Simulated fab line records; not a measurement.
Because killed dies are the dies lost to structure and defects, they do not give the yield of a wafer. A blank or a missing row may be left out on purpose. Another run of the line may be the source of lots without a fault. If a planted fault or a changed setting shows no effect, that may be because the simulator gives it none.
The tool behind it: which one? | flow sky130 | Sampling: 6 lots, 18 wafers, 2 of 708 route steps

WHAT THE GAUGES SHOWED, per wafer
SKY_FIELD_ISO_CD_MEAS_13: the cd target is 150 nm.
lot  | measured    | on       | cdNm (nm)
L677 | day 2 21:36 | cdSem-01 | 150.9 152.8 152.4
L680 | day 3 14:01 | cdSem-02 | 153.2 151.7 153.6
L682 | day 3 21:46 | cdSem-02 | 148.9 149.2 149.5
L684 | day 4 09:51 | cdSem-02 | 140.1 141.8 140.6
L693 | day 6 08:29 | cdSem-01 | 150.6 150.1 150.4
L695 | day 6 17:06 | cdSem-01 | 151.6 150.6 151.1

TOOL THAT RAN EACH LOT (tool first, then ch and the chambers of the sampled wafers, then the start)
lot  | SKY_FIELD_ISO_EXPOSE_10
L677 | krfScanner-02 ch 0, day 2 14:50
L680 | krfScanner-02 ch 0, day 3 06:04
L682 | krfScanner-01 ch 0, day 3 13:59
L684 | krfScanner-02 ch 0, day 4 01:42
L693 | krfScanner-01 ch 0, day 5 23:09
L695 | krfScanner-01 ch 0, day 6 07:42
- SKY_FIELD_ISO_EXPOSE_10: exposes mask FOM, target cd 150 nm.

THE ANSWER, worked out from the rows above alone
Rule: usual is defined by the lots themselves. The widest of any qualifying gaps counts: lots, ordered by their means at a reading, are off when they make up no more than a third of the lots, leave a main group of 4 or more, and stand apart from it by 3 or more times the standard deviation of that group's means. A main group is skipped when, at the precision printed for the reading in the tables above, its means are all equal. Also off: a lot with no number at a reading for which 4 or more lots have one. Where the step has rows for the other lots, those lots are counted as sound.
Off: L684 (SKY_FIELD_ISO_CD_MEAS_13, cdNm). Main group: mean 151.1 nm, sd 1.3.
If a tool, at a process step before that reading, ran all the lots that are off and no sound lot after the first of them, it fits. The gauges at SKY_FIELD_ISO_CD_MEAS_13 are tried like those tools. Undecided on this evidence; 2 tools fit (krfScanner-02 at SKY_FIELD_ISO_EXPOSE_10, cdSem-02 at SKY_FIELD_ISO_CD_MEAS_13).

WHAT THE SIMULATOR HAD PUT IN
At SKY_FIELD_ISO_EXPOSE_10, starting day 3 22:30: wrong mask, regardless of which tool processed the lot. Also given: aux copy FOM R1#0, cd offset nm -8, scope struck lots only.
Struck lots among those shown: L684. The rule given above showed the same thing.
